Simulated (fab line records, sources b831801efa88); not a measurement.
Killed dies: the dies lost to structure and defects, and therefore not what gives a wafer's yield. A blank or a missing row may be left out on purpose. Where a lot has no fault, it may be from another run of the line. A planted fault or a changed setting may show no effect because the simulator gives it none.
fab line records | flow gf180mcu
record lots=24 | wafers=72 | last_day=34
route steps=602 shown M2@368 M3@411 V4@491 TOP_METAL@571
lots with no fault: from the same line, run without faults
start_h: hours from the record's first day to the start of the lot's first wafer shown | wait_h: hours since the lot's step before | " unchanged from the row above | L1.1+2: a single row standing in for several wafers | - value missing, or start not given | * or withheld: withheld | < > ~ a bound
route shown NAME@n: names a module that has steps shown in the file, with the first one's number in the route | usual: the fault-free wafers' mean and standard deviation | same: alike in all rows | chamber/n: place in a boat | sites: readings site by site | _std_site: how widely they spread, as a standard deviation | _edge_site: the outer-site mean with the inner-site mean subtracted | radius_mm: for every site, how far away it sits from the centre of the wafer | mask NAME#n: copy n | behind: the most recent tool/chamber to have shaped the wafer | hold: why the lot went on hold/how many hours it stayed there/how the hold came to an end | device: the transistor (n, p or np) that didn't switch | end of line: tests run on the same wafers once the route is complete | a step given without rows: its recipe and nothing more | killed: not the wafer's yield, but the dies lost to structure and defects at the first sort | map: shows each die of a wafer: x if killed, . if not, _ if none is there
set.NAME: the run value of the setting; set.NAME@STEP: its run value at that earlier step | model.NAME: the simulator's own value behind a step, which no gauge read
route steps across a sampled set of lots; one table per step, one row per wafer
services: when a tool's chamber went out of use (start_h, in hours from the record's first day, below 0 if earlier), for how many hours, and the reason
## steps
# step GF_M2_THK_MEAS_06
# recipe thk_meas_gauge=xrf | reads=AlCu_of_M2_SPUTTER_02
# usual M2_ALCU_THK=445/5.2
lot.wafer | tool          | chamber | start_h | wait_h | M2_ALCU_THK[nm]
L074.4    | film_metro-01 | -       | 417.11  | 0.1    | 442
L074.5    | "             | -       | "       | "      | 441
L074.6    | "             | -       | "       | "      | 446
L075.1    | film_metro-02 | -       | 424.14  | 0.1    | 440
L075.2    | "             | -       | "       | "      | 437
L075.4    | "             | -       | "       | "      | 434
L076.2    | film_metro-03 | -       | 436.14  | 0.1    | 450
L076.4    | "             | -       | "       | "      | 454
L076.5    | "             | -       | "       | "      | 450
L077.1    | film_metro-02 | -       | 444.03  | 0.1    | 449
L077.3    | "             | -       | "       | "      | 444
L077.5    | "             | -       | "       | "      | 448
L078.1    | film_metro-02 | -       | 456.11  | 0.1    | 451
L078.4    | "             | -       | "       | "      | 444
L078.5    | "             | -       | "       | "      | 447
L079.1    | film_metro-02 | -       | 464.58  | 0.1    | 442
L079.2    | "             | -       | "       | "      | 439
L079.3    | "             | -       | "       | "      | 442
L080.1    | film_metro-02 | -       | 471.00  | 0.1    | 446
L080.4    | "             | -       | "       | "      | 442
L080.6    | "             | -       | "       | "      | 446
L081.1    | film_metro-03 | -       | 487.47  | 0.1    | 450
L081.2    | "             | -       | "       | "      | 450
L081.4    | "             | -       | "       | "      | 453
L082.2    | film_metro-03 | -       | 495.75  | 0.1    | 454
L082.3    | "             | -       | "       | "      | 453
L082.4    | "             | -       | "       | "      | 457
L083.1    | film_metro-01 | -       | 506.79  | 0.1    | 438
L083.4    | "             | -       | "       | "      | 441
L083.6    | "             | -       | "       | "      | 437
L084.3    | film_metro-01 | -       | 511.71  | 0.1    | 443
L084.4    | "             | -       | "       | "      | 446
L084.5    | "             | -       | "       | "      | 442
L085.2    | film_metro-02 | -       | 522.11  | 0.1    | 440
L085.5    | "             | -       | "       | "      | 440
L085.6    | "             | -       | "       | "      | 436
L086.3    | film_metro-01 | -       | 526.78  | 0.1    | 446
L086.4    | "             | -       | "       | "      | 440
L086.5    | "             | -       | "       | "      | 444
L087.3    | film_metro-02 | -       | 535.98  | 0.1    | 437
L087.4    | "             | -       | "       | "      | 442
L087.6    | "             | -       | "       | "      | 437
L088.4    | film_metro-01 | -       | 539.76  | 0.1    | 438
L088.5    | "             | -       | "       | "      | 443
L088.6    | "             | -       | "       | "      | 441
L089.2    | film_metro-01 | -       | 553.68  | 0.1    | 439
L089.4    | "             | -       | "       | "      | 444
L089.6    | "             | -       | "       | "      | 437
L090.1    | film_metro-03 | -       | 562.54  | 0.1    | 447
L090.5    | "             | -       | "       | "      | 443
L090.6    | "             | -       | "       | "      | 445
L091.2    | film_metro-03 | -       | 569.76  | 0.1    | 444
L091.4    | "             | -       | "       | "      | 445
L091.5    | "             | -       | "       | "      | 449
L092.1    | film_metro-02 | -       | 573.08  | 0.1    | 442
L092.5    | "             | -       | "       | "      | 443
L092.6    | "             | -       | "       | "      | 443
L093.1    | film_metro-02 | -       | 584.93  | 0.1    | 442
L093.2    | "             | -       | "       | "      | 439
L093.5    | "             | -       | "       | "      | 436
L094.3    | film_metro-03 | -       | 588.49  | 0.1    | 451
L094.4    | "             | -       | "       | "      | 453
L094.5    | "             | -       | "       | "      | 454
L095.1    | film_metro-01 | -       | 598.06  | 0.1    | 448
L095.4    | "             | -       | "       | "      | 451
L095.5    | "             | -       | "       | "      | 450
L096.3    | film_metro-01 | -       | 603.46  | 0.1    | 446
L096.5    | "             | -       | "       | "      | 444
L096.6    | "             | -       | "       | "      | 444
L097.2    | film_metro-02 | -       | 611.68  | 0.1    | 451
L097.5    | "             | -       | "       | "      | 451
L097.6    | "             | -       | "       | "      | 446
# step GF_M3_SPUTTER_02
# recipe material=AlCu | target_thk_nm=450 | power_w=10600 | time_s=23.9 | chamber_pressure_pa=0.4
# usual throttle_valve_pct=30.5/1.2
lot.wafer | tool           | chamber | start_h | wait_h | throttle_valve_pct
L074.4    | pvd_sputter-03 | -       | 468.49  | 0.0    | 29.1
L074.5    | "              | -       | "       | "      | 31.5
L074.6    | "              | -       | "       | "      | 29.0
L075.1    | pvd_sputter-02 | -       | 476.62  | 0.0    | 31.2
L075.2    | "              | -       | "       | "      | 27.9
L075.4    | "              | -       | "       | "      | 28.7
L076.2    | pvd_sputter-03 | -       | 488.68  | 0.0    | 31.6
L076.4    | "              | -       | "       | "      | 30.3
L076.5    | "              | -       | "       | "      | 31.6
L077.1    | pvd_sputter-01 | -       | 495.33  | 0.0    | 31.3
L077.3    | "              | -       | "       | "      | 31.0
L077.5    | "              | -       | "       | "      | 30.9
L078.1    | pvd_sputter-01 | -       | 506.78  | 0.0    | 30.5
L078.4    | "              | -       | "       | "      | 31.1
L078.5    | "              | -       | "       | "      | 30.6
L079.1    | pvd_sputter-01 | -       | 515.71  | 0.0    | 31.3
L079.2    | "              | -       | "       | "      | 30.6
L079.3    | "              | -       | "       | "      | 30.9
L080.1    | pvd_sputter-01 | -       | 522.40  | 0.0    | 30.6
L080.4    | "              | -       | "       | "      | 30.5
L080.6    | "              | -       | "       | "      | 31.2
L081.1    | pvd_sputter-03 | -       | 537.97  | 0.0    | 31.0
L081.2    | "              | -       | "       | "      | 29.0
L081.4    | "              | -       | "       | "      | 31.6
L082.2    | pvd_sputter-01 | -       | 545.98  | 0.0    | 30.2
L082.3    | "              | -       | "       | "      | 30.6
L082.4    | "              | -       | "       | "      | 31.3
L083.1    | pvd_sputter-02 | -       | 555.82  | 0.0    | 28.9
L083.4    | "              | -       | "       | "      | 27.7
L083.6    | "              | -       | "       | "      | 28.6
L084.3    | pvd_sputter-03 | -       | 559.78  | 0.0    | 30.6
L084.4    | "              | -       | "       | "      | 31.0
L084.5    | "              | -       | "       | "      | 31.3
L085.2    | pvd_sputter-03 | -       | 570.13  | 0.0    | 31.4
L085.5    | "              | -       | "       | "      | 31.0
L085.6    | "              | -       | "       | "      | 28.7
L086.3    | pvd_sputter-02 | -       | 574.09  | 0.0    | 28.7
L086.4    | "              | -       | "       | "      | 32.1
L086.5    | "              | -       | "       | "      | 28.9
L087.3    | pvd_sputter-03 | -       | 584.15  | 0.0    | 30.5
L087.4    | "              | -       | "       | "      | 28.9
L087.6    | "              | -       | "       | "      | 29.0
L088.4    | pvd_sputter-03 | -       | 587.32  | 0.0    | 31.1
L088.5    | "              | -       | "       | "      | 30.3
L088.6    | "              | -       | "       | "      | 31.1
L089.2    | pvd_sputter-03 | -       | 601.88  | 0.0    | 30.1
L089.4    | "              | -       | "       | "      | 28.8
L089.6    | "              | -       | "       | "      | 30.3
L090.1    | pvd_sputter-02 | -       | 608.73  | 0.0    | 31.4
L090.5    | "              | -       | "       | "      | 29.0
L090.6    | "              | -       | "       | "      | 28.0
L091.2    | pvd_sputter-02 | -       | 615.18  | 0.0    | 32.0
L091.4    | "              | -       | "       | "      | 27.6
L091.5    | "              | -       | "       | "      | 28.0
L092.1    | pvd_sputter-02 | -       | 618.58  | 0.0    | 31.2
L092.5    | "              | -       | "       | "      | 31.4
L092.6    | "              | -       | "       | "      | 32.5
L093.1    | pvd_sputter-01 | -       | 630.02  | 0.0    | 31.3
L093.2    | "              | -       | "       | "      | 30.5
L093.5    | "              | -       | "       | "      | 31.3
L094.3    | pvd_sputter-01 | -       | 633.78  | 0.0    | 30.7
L094.4    | "              | -       | "       | "      | 31.1
L094.5    | "              | -       | "       | "      | 30.6
L095.1    | pvd_sputter-02 | -       | 643.27  | 0.0    | 31.9
L095.4    | "              | -       | "       | "      | 28.9
L095.5    | "              | -       | "       | "      | 31.1
L096.3    | pvd_sputter-03 | -       | 648.33  | 0.0    | 30.7
L096.5    | "              | -       | "       | "      | 30.5
L096.6    | "              | -       | "       | "      | 31.1
L097.2    | pvd_sputter-02 | -       | 655.44  | 0.0    | 28.6
L097.5    | "              | -       | "       | "      | 31.2
L097.6    | "              | -       | "       | "      | 28.6
# step GF_M3_STRIP_17
# recipe chemistry=O2/N2 | power_w=1400 | pressure_mtorr=1500 | platen_temp_c=250 | o2_flow_sccm=3000 | n2_flow_sccm=300 | overash_fraction=0.5
# usual drypump_motor_current_A=5.91/0.29 | heater_power_w=327/29 | oes_product_au=0.558/0.0044 | strip_time_to_endpoint_s=7.88/0.035
lot.wafer | tool            | chamber | start_h | wait_h | drypump_motor_current_A | heater_power_w | oes_product_au | rf_hours_counter_h | strip_time_to_endpoint_s
L074.4    | plasma_asher-04 | 0       | 492.99  | 0.1    | 5.32                    | 333            | 0.561          | -                  | 7.90
L074.5    | "               | 1       | "       | "      | 5.78                    | 275            | 0.553          | -                  | 7.88
L074.6    | "               | 0       | "       | "      | 5.30                    | 323            | 0.557          | -                  | 7.83
L075.1    | plasma_asher-02 | 1       | 500.79  | 0.1    | 6.07                    | 313            | 0.551          | 71                 | 7.84
L075.2    | "               | 0       | "       | "      | 6.16                    | 384            | 0.555          | 71                 | 7.86
L075.4    | "               | 0       | "       | "      | 6.21                    | 370            | 0.546          | -                  | 7.89
L076.2    | plasma_asher-04 | 1       | 513.10  | 0.1    | 5.78                    | 281            | 0.554          | 9                  | 7.89
L076.4    | "               | 1       | "       | "      | 5.79                    | 274            | 0.564          | -                  | 7.94
L076.5    | "               | 1       | "       | "      | 5.80                    | 279            | 0.558          | -                  | 7.92
L077.1    | plasma_asher-02 | 0       | 519.35  | 0.1    | 6.24                    | 369            | 0.560          | 73                 | 7.89
L077.3    | "               | 1       | "       | "      | 6.09                    | 315            | 0.556          | -                  | 7.87
L077.5    | "               | 0       | "       | "      | 6.20                    | 373            | 0.559          | -                  | 7.86
L078.1    | plasma_asher-03 | 0       | 530.48  | 0.1    | 5.99                    | 350            | 0.557          | 92                 | 7.92
L078.4    | "               | 0       | "       | "      | 5.95                    | 346            | 0.557          | -                  | 7.89
L078.5    | "               | 1       | "       | "      | 6.15                    | 326            | 0.560          | -                  | 7.89
L079.1    | plasma_asher-02 | 1       | 538.80  | 0.1    | 6.08                    | 313            | 0.556          | 75                 | 7.86
L079.2    | "               | 0       | "       | "      | 6.25                    | 380            | 0.565          | 75                 | 7.86
L079.3    | "               | 1       | "       | "      | 6.05                    | 310            | 0.547          | -                  | 7.87
L080.1    | plasma_asher-03 | 1       | 545.56  | 0.1    | 6.10                    | 317            | 0.559          | 94                 | 7.80
L080.4    | "               | 0       | "       | "      | 5.96                    | 345            | 0.553          | -                  | 7.84
L080.6    | "               | 0       | "       | "      | 5.95                    | 346            | 0.551          | -                  | 7.75
L081.1    | plasma_asher-02 | 1       | 560.70  | 0.1    | 6.06                    | 308            | 0.567          | 78                 | 7.90
L081.2    | "               | 0       | "       | "      | 6.25                    | 376            | 0.557          | 78                 | 7.88
L081.4    | "               | 1       | "       | "      | 6.06                    | 317            | 0.558          | -                  | 7.92
L082.2    | plasma_asher-04 | 1       | 568.99  | 0.1    | 5.81                    | 277            | 0.553          | 15                 | 7.83
L082.3    | "               | 0       | "       | "      | 5.32                    | 319            | 0.553          | -                  | 7.84
L082.4    | "               | 1       | "       | "      | 5.81                    | 279            | 0.562          | -                  | 7.85
L083.1    | plasma_asher-03 | 0       | 578.25  | 0.1    | 6.00                    | 350            | 0.557          | 97                 | 7.86
L083.4    | "               | 0       | "       | "      | 5.96                    | 355            | 0.561          | -                  | 7.89
L083.6    | "               | 1       | "       | "      | 6.16                    | 321            | 0.555          | -                  | 7.87
L084.3    | plasma_asher-03 | 1       | 582.38  | 0.1    | 6.11                    | 312            | 0.561          | -                  | 7.88
L084.4    | "               | 0       | "       | "      | 5.97                    | 342            | 0.560          | -                  | 7.92
L084.5    | "               | 0       | "       | "      | 5.94                    | 354            | 0.559          | -                  | 7.90
L085.2    | plasma_asher-02 | 0       | 592.56  | 0.1    | 6.24                    | 367            | 0.557          | 81                 | 7.85
L085.5    | "               | 0       | "       | "      | 6.24                    | 375            | 0.558          | -                  | 7.89
L085.6    | "               | 1       | "       | "      | 6.03                    | 315            | 0.555          | -                  | 7.85
L086.3    | plasma_asher-04 | 1       | 595.49  | 0.1    | 5.82                    | 280            | 0.564          | -                  | 7.87
L086.4    | "               | 0       | "       | "      | 5.32                    | 320            | 0.554          | -                  | 7.89
L086.5    | "               | 0       | "       | "      | 5.31                    | 332            | 0.557          | -                  | 7.90
L087.3    | plasma_asher-02 | 1       | 606.09  | 0.1    | 6.05                    | 316            | 0.551          | -                  | 7.84
L087.4    | "               | 0       | "       | "      | 6.24                    | 365            | 0.556          | -                  | 7.90
L087.6    | "               | 1       | "       | "      | 6.04                    | 313            | 0.558          | -                  | 7.84
L088.4    | plasma_asher-04 | 0       | 609.09  | 0.1    | 5.32                    | 322            | 0.557          | -                  | 7.87
L088.5    | "               | 0       | "       | "      | 5.34                    | 332            | 0.553          | -                  | 7.89
L088.6    | "               | 1       | "       | "      | 5.80                    | 275            | 0.562          | -                  | 7.97
L089.2    | plasma_asher-02 | 0       | 623.18  | 0.2    | 6.23                    | 374            | 0.560          | 84                 | 7.89
L089.4    | "               | 0       | "       | "      | 6.20                    | 374            | 0.564          | -                  | 7.85
L089.6    | "               | 0       | "       | "      | 6.22                    | 366            | 0.555          | -                  | 7.88
L090.1    | plasma_asher-03 | 1       | 628.85  | 0.1    | 6.11                    | 318            | 0.554          | 103                | 7.89
L090.5    | "               | 1       | "       | "      | 6.11                    | 315            | 0.561          | -                  | 7.93
L090.6    | "               | 0       | "       | "      | 6.03                    | 350            | 0.562          | -                  | 7.86
L091.2    | plasma_asher-03 | 0       | 635.89  | 0.1    | 5.99                    | 341            | 0.550          | 103                | 7.89
L091.4    | "               | 1       | "       | "      | 6.12                    | 326            | 0.557          | -                  | 7.89
L091.5    | "               | 0       | "       | "      | 6.00                    | 347            | 0.566          | -                  | 7.94
L092.1    | plasma_asher-04 | 1       | 639.15  | 0.1    | 5.78                    | 274            | 0.557          | 23                 | 7.90
L092.5    | "               | 0       | "       | "      | 5.31                    | 324            | 0.565          | -                  | 7.92
L092.6    | "               | 1       | "       | "      | 5.81                    | 278            | 0.556          | -                  | 7.88
L093.1    | plasma_asher-03 | 1       | 650.75  | 0.1    | 6.14                    | 321            | 0.558          | 105                | 7.89
L093.2    | "               | 0       | "       | "      | 5.97                    | 349            | 0.562          | 105                | 7.89
L093.5    | "               | 0       | "       | "      | 5.96                    | 356            | 0.549          | -                  | 7.92
L094.3    | plasma_asher-04 | 0       | 654.11  | 0.1    | 5.33                    | 332            | 0.561          | -                  | 7.93
L094.4    | "               | 1       | "       | "      | 5.80                    | 278            | 0.562          | -                  | 7.93
L094.5    | "               | 1       | "       | "      | 5.78                    | 277            | 0.558          | -                  | 7.90
L095.1    | plasma_asher-03 | 0       | 663.41  | 0.1    | 5.95                    | 353            | 0.561          | 107                | 7.94
L095.4    | "               | 1       | "       | "      | 6.14                    | 320            | 0.553          | -                  | 7.89
L095.5    | "               | 0       | "       | "      | 5.94                    | 349            | 0.560          | -                  | 7.90
L096.3    | plasma_asher-03 | 1       | 668.32  | 0.1    | 6.16                    | 321            | 0.562          | -                  | 7.93
L096.5    | "               | 0       | "       | "      | 5.95                    | 346            | 0.563          | -                  | 7.88
L096.6    | "               | 1       | "       | "      | 6.15                    | 323            | 0.557          | -                  | 7.90
L097.2    | plasma_asher-04 | 0       | 675.49  | 0.1    | 5.33                    | 325            | 0.559          | 28                 | 7.86
L097.5    | "               | 0       | "       | "      | 5.34                    | 332            | 0.561          | -                  | 7.90
L097.6    | "               | 1       | "       | "      | 5.79                    | 283            | 0.565          | -                  | 7.86
# step GF_V4_OVL_MEAS_15
# usual V4_OVL=-4/4.9
lot.wafer | tool       | chamber | start_h | wait_h | V4_OVL[nm]
L074.4    | overlay-01 | -       | 566.44  | 0.1    | -1
L074.5    | "          | -       | "       | "      | -3
L074.6    | "          | -       | "       | "      | -6
L075.1    | overlay-01 | -       | 573.52  | 0.1    | 1
L075.2    | "          | -       | "       | "      | 3
L075.4    | "          | -       | "       | "      | 0
L076.2    | overlay-01 | -       | 585.43  | 0.1    | -9
L076.4    | "          | -       | "       | "      | -5
L076.5    | "          | -       | "       | "      | -5
L077.1    | overlay-01 | -       | 591.47  | 0.1    | 0
L077.3    | "          | -       | "       | "      | 3
L077.5    | "          | -       | "       | "      | 1
L078.1    | overlay-01 | -       | 601.45  | 0.1    | -4
L078.4    | "          | -       | "       | "      | -8
L078.5    | "          | -       | "       | "      | -10
L079.1    | overlay-02 | -       | 609.35  | 0.1    | -6
L079.2    | "          | -       | "       | "      | -9
L079.3    | "          | -       | "       | "      | -2
L080.1    | overlay-01 | -       | 615.62  | 0.1    | -3
L080.4    | "          | -       | "       | "      | -8
L080.6    | "          | -       | "       | "      | -11
L081.1    | overlay-01 | -       | 629.21  | 0.1    | -1
L081.2    | "          | -       | "       | "      | -1
L081.4    | "          | -       | "       | "      | -3
L082.2    | overlay-02 | -       | 637.22  | 0.1    | -14
L082.3    | "          | -       | "       | "      | -7
L082.4    | "          | -       | "       | "      | -6
L083.1    | overlay-02 | -       | 645.27  | 0.1    | -3
L083.4    | "          | -       | "       | "      | -6
L083.6    | "          | -       | "       | "      | -8
L084.3    | overlay-02 | -       | 649.53  | 0.1    | -13
L084.4    | "          | -       | "       | "      | -5
L084.5    | "          | -       | "       | "      | -13
L085.2    | overlay-01 | -       | 659.26  | 0.1    | 4
L085.5    | "          | -       | "       | "      | -10
L085.6    | "          | -       | "       | "      | -3
L086.3    | overlay-01 | -       | 662.17  | 0.1    | -4
L086.4    | "          | -       | "       | "      | 5
L086.5    | "          | -       | "       | "      | -2
L087.3    | overlay-01 | -       | 670.48  | 0.1    | -2
L087.4    | "          | -       | "       | "      | -5
L087.6    | "          | -       | "       | "      | -5
L088.4    | overlay-02 | -       | 673.59  | 0.1    | -6
L088.5    | "          | -       | "       | "      | -7
L088.6    | "          | -       | "       | "      | -3
L089.2    | overlay-02 | -       | 686.52  | 0.1    | -3
L089.4    | "          | -       | "       | "      | 4
L089.6    | "          | -       | "       | "      | -5
L090.1    | overlay-01 | -       | 692.56  | 0.1    | -3
L090.5    | "          | -       | "       | "      | -6
L090.6    | "          | -       | "       | "      | 1
L091.2    | overlay-02 | -       | 700.06  | 0.1    | -10
L091.4    | "          | -       | "       | "      | 0
L091.5    | "          | -       | "       | "      | -7
L092.1    | overlay-02 | -       | 701.65  | 0.1    | -6
L092.5    | "          | -       | "       | "      | -1
L092.6    | "          | -       | "       | "      | -2
L093.1    | overlay-02 | -       | 711.01  | 0.1    | 11
L093.2    | "          | -       | "       | "      | -1
L093.5    | "          | -       | "       | "      | 3
L094.3    | overlay-01 | -       | 715.03  | 0.1    | -1
L094.4    | "          | -       | "       | "      | -5
L094.5    | "          | -       | "       | "      | -7
L095.1    | overlay-02 | -       | 723.62  | 0.1    | -13
L095.4    | "          | -       | "       | "      | -8
L095.5    | "          | -       | "       | "      | -14
L096.3    | overlay-01 | -       | 729.73  | 0.1    | 0
L096.5    | "          | -       | "       | "      | -2
L096.6    | "          | -       | "       | "      | 4
L097.2    | overlay-01 | -       | 735.57  | 0.1    | -10
L097.5    | "          | -       | "       | "      | -10
L097.6    | "          | -       | "       | "      | -13
# step GF_V4_CVD_23
# recipe material=W | target_thk_nm=350 | time_s=104.9 | temp_c=400 | pressure_torr=40
# usual heater_power_w=820/84
lot.wafer | tool     | chamber | start_h | wait_h | heater_power_w
L074.4    | cvd_w-01 | 0       | 567.26  | 0.1    | 820
L074.5    | "        | 1       | "       | "      | 721
L074.6    | "        | 0       | "       | "      | 795
L075.1    | cvd_w-01 | 1       | 574.33  | 0.0    | 715
L075.2    | "        | 0       | "       | "      | 797
L075.4    | "        | 0       | "       | "      | 839
L076.2    | cvd_w-02 | 0       | 586.22  | 0.0    | 929
L076.4    | "        | 0       | "       | "      | 921
L076.5    | "        | 0       | "       | "      | 917
L077.1    | cvd_w-02 | 0       | 592.36  | 0.0    | 926
L077.3    | "        | 1       | "       | "      | 743
L077.5    | "        | 0       | "       | "      | 910
L078.1    | cvd_w-02 | 0       | 602.59  | 0.0    | 880
L078.4    | "        | 1       | "       | "      | 735
L078.5    | "        | 0       | "       | "      | 905
L079.1    | cvd_w-02 | 0       | 610.16  | 0.0    | 912
L079.2    | "        | 1       | "       | "      | 750
L079.3    | "        | 1       | "       | "      | 741
L080.1    | cvd_w-02 | 0       | 616.42  | 0.0    | 897
L080.4    | "        | 1       | "       | "      | 730
L080.6    | "        | 0       | "       | "      | 907
L081.1    | cvd_w-02 | 0       | 630.04  | 0.0    | 913
L081.2    | "        | 1       | "       | "      | 774
L081.4    | "        | 1       | "       | "      | 740
L082.2    | cvd_w-02 | 1       | 638.01  | 0.0    | 765
L082.3    | "        | 1       | "       | "      | 759
L082.4    | "        | 0       | "       | "      | 913
L083.1    | cvd_w-02 | 1       | 646.07  | 0.0    | 765
L083.4    | "        | 1       | "       | "      | 754
L083.6    | "        | 1       | "       | "      | 743
L084.3    | cvd_w-02 | 1       | 650.35  | 0.1    | 759
L084.4    | "        | 0       | "       | "      | 924
L084.5    | "        | 0       | "       | "      | 909
L085.2    | cvd_w-02 | 1       | 660.09  | 0.0    | 751
L085.5    | "        | 0       | "       | "      | 924
L085.6    | "        | 1       | "       | "      | 735
L086.3    | cvd_w-02 | 1       | 663.01  | 0.1    | 757
L086.4    | "        | 0       | "       | "      | 933
L086.5    | "        | 1       | "       | "      | 758
L087.3    | cvd_w-02 | 0       | 671.30  | 0.1    | 934
L087.4    | "        | 1       | "       | "      | 748
L087.6    | "        | 1       | "       | "      | 758
L088.4    | cvd_w-01 | 1       | 674.40  | 0.1    | 744
L088.5    | "        | 0       | "       | "      | 806
L088.6    | "        | 1       | "       | "      | 731
L089.2    | cvd_w-02 | 1       | 687.65  | 0.0    | 727
L089.4    | "        | 1       | "       | "      | 751
L089.6    | "        | 0       | "       | "      | 906
L090.1    | cvd_w-01 | 0       | 693.36  | 0.0    | 833
L090.5    | "        | 1       | "       | "      | 711
L090.6    | "        | 0       | "       | "      | 823
L091.2    | cvd_w-02 | 1       | 700.85  | 0.0    | 754
L091.4    | "        | 1       | "       | "      | 757
L091.5    | "        | 1       | "       | "      | 760
L092.1    | cvd_w-02 | 0       | 702.45  | 0.0    | 927
L092.5    | "        | 0       | "       | "      | 914
L092.6    | "        | 1       | "       | "      | 773
L093.1    | cvd_w-02 | 1       | 711.81  | 0.0    | 745
L093.2    | "        | 0       | "       | "      | 944
L093.5    | "        | 0       | "       | "      | 926
L094.3    | cvd_w-01 | 0       | 715.86  | 0.1    | 836
L094.4    | "        | 1       | "       | "      | 736
L094.5    | "        | 0       | "       | "      | 831
L095.1    | cvd_w-01 | 1       | 724.42  | 0.0    | 713
L095.4    | "        | 0       | "       | "      | 834
L095.5    | "        | 1       | "       | "      | 747
L096.3    | cvd_w-02 | 0       | 730.65  | 0.1    | 943
L096.5    | "        | 0       | "       | "      | 922
L096.6    | "        | 1       | "       | "      | 748
L097.2    | cvd_w-02 | 1       | 736.37  | 0.0    | 751
L097.5    | "        | 0       | "       | "      | 908
L097.6    | "        | 1       | "       | "      | 747
# step GF_TOP_METAL_SPUTTER_04
# recipe material=TiN | target_thk_nm=25 | power_w=6500 | time_s=20.8 | chamber_pressure_pa=0.4
# usual throttle_valve_pct=30.3/1.3
lot.wafer | tool           | chamber | start_h | wait_h | throttle_valve_pct
L074.4    | pvd_sputter-03 | -       | 635.21  | 0.0    | 28.9
L074.5    | "              | -       | "       | "      | 31.4
L074.6    | "              | -       | "       | "      | 29.1
L075.1    | pvd_sputter-02 | -       | 641.35  | 0.0    | 31.3
L075.2    | "              | -       | "       | "      | 32.1
L075.4    | "              | -       | "       | "      | 28.2
L076.2    | pvd_sputter-03 | -       | 652.35  | 0.0    | 31.6
L076.4    | "              | -       | "       | "      | 31.7
L076.5    | "              | -       | "       | "      | 31.2
L077.1    | pvd_sputter-02 | -       | 658.12  | 0.0    | 28.8
L077.3    | "              | -       | "       | "      | 31.3
L077.5    | "              | -       | "       | "      | 28.6
L078.1    | pvd_sputter-04 | -       | 667.37  | 0.0    | 30.0
L078.4    | "              | -       | "       | "      | 29.4
L078.5    | "              | -       | "       | "      | 30.3
L079.1    | pvd_sputter-02 | -       | 674.83  | 0.0    | 28.6
L079.2    | "              | -       | "       | "      | 32.4
L079.3    | "              | -       | "       | "      | 31.1
L080.1    | pvd_sputter-03 | -       | 681.35  | 0.0    | 31.6
L080.4    | "              | -       | "       | "      | 28.8
L080.6    | "              | -       | "       | "      | 28.8
L081.1    | pvd_sputter-02 | -       | 693.41  | 0.0    | 31.2
L081.2    | "              | -       | "       | "      | 27.9
L081.4    | "              | -       | "       | "      | 31.9
L082.2    | pvd_sputter-02 | -       | 700.48  | 0.0    | 32.2
L082.3    | "              | -       | "       | "      | 27.7
L082.4    | "              | -       | "       | "      | 28.9
L083.1    | pvd_sputter-04 | -       | 707.75  | 0.0    | 31.9
L083.4    | "              | -       | "       | "      | 30.0
L083.6    | "              | -       | "       | "      | 29.1
L084.3    | pvd_sputter-04 | -       | 712.18  | 0.0    | 30.1
L084.4    | "              | -       | "       | "      | 29.3
L084.5    | "              | -       | "       | "      | 29.5
L085.2    | pvd_sputter-03 | -       | 721.07  | 0.0    | 31.2
L085.5    | "              | -       | "       | "      | 30.2
L085.6    | "              | -       | "       | "      | 31.7
L086.3    | pvd_sputter-03 | -       | 723.01  | 0.0    | 31.3
L086.4    | "              | -       | "       | "      | 31.8
L086.5    | "              | -       | "       | "      | 30.5
L087.3    | pvd_sputter-04 | -       | 731.69  | 0.0    | 29.6
L087.4    | "              | -       | "       | "      | 30.1
L087.6    | "              | -       | "       | "      | 30.0
L088.4    | pvd_sputter-04 | -       | 735.36  | 0.0    | 29.9
L088.5    | "              | -       | "       | "      | 30.1
L088.6    | "              | -       | "       | "      | 32.1
L089.2    | pvd_sputter-03 | -       | 748.66  | 0.0    | 31.5
L089.4    | "              | -       | "       | "      | 31.0
L089.6    | "              | -       | "       | "      | 31.0
L090.1    | pvd_sputter-02 | -       | 752.30  | 0.0    | 28.6
L090.5    | "              | -       | "       | "      | 27.9
L090.6    | "              | -       | "       | "      | 31.9
L091.2    | pvd_sputter-02 | -       | 756.32  | 0.0    | 32.0
L091.4    | "              | -       | "       | "      | 27.7
L091.5    | "              | -       | "       | "      | 31.3
L092.1    | pvd_sputter-02 | -       | 759.77  | 0.0    | 28.7
L092.5    | "              | -       | "       | "      | 28.9
L092.6    | "              | -       | "       | "      | 27.6
L093.1    | pvd_sputter-02 | -       | 768.60  | 0.0    | 32.0
L093.2    | "              | -       | "       | "      | 31.4
L093.5    | "              | -       | "       | "      | 32.0
L094.3    | pvd_sputter-04 | -       | 771.98  | 0.0    | 31.7
L094.4    | "              | -       | "       | "      | 29.4
L094.5    | "              | -       | "       | "      | 29.1
L095.1    | pvd_sputter-03 | -       | 778.79  | 0.0    | 31.8
L095.4    | "              | -       | "       | "      | 30.2
L095.5    | "              | -       | "       | "      | 31.6
L096.3    | pvd_sputter-03 | -       | 784.25  | 0.0    | 31.3
L096.5    | "              | -       | "       | "      | 31.0
L096.6    | "              | -       | "       | "      | 30.5
L097.2    | pvd_sputter-04 | -       | 790.08  | 0.0    | 29.8
L097.5    | "              | -       | "       | "      | 31.8
L097.6    | "              | -       | "       | "      | 29.9
## services
tool            | chamber | start_h | hours | kind
cvd_w-01        | -       | 448.97  | 6.9   | pm
pvd_sputter-04  | -       | 449.78  | 7.4   | repair
plasma_asher-02 | -       | 474.84  | 3.1   | repair
plasma_asher-02 | -       | 479.62  | 2.4   | repair
cvd_w-01        | -       | 495.84  | 6.0   | pm
plasma_asher-03 | -       | 501.55  | 1.1   | repair
cvd_w-01        | 1       | 519.78  | 3.8   | repair
plasma_asher-02 | -       | 522.54  | 0.7   | repair
pvd_sputter-04  | -       | 529.06  | 0.5   | repair
plasma_asher-04 | -       | 545.87  | 0.7   | repair
pvd_sputter-02  | -       | 570.33  | 1.1   | repair
pvd_sputter-01  | -       | 575.77  | 1.7   | repair
pvd_sputter-02  | -       | 587.07  | 2.3   | repair
plasma_asher-03 | -       | 593.51  | 2.4   | repair
cvd_w-02        | -       | 603.01  | 2.8   | pm
plasma_asher-02 | -       | 642.77  | 163.6 | pm
pvd_sputter-03  | -       | 658.35  | 2.7   | repair
pvd_sputter-01  | -       | 664.14  | 4.2   | repair
cvd_w-01        | -       | 706.62  | 0.6   | repair
plasma_asher-03 | -       | 733.75  | 9.0   | pm
pvd_sputter-04  | -       | 746.27  | 2.3   | repair
pvd_sputter-04  | -       | 746.49  | 14.2  | repair
plasma_asher-03 | -       | 751.11  | 7.5   | repair
pvd_sputter-03  | -       | 773.20  | 1.1   | repair
## key
fault none
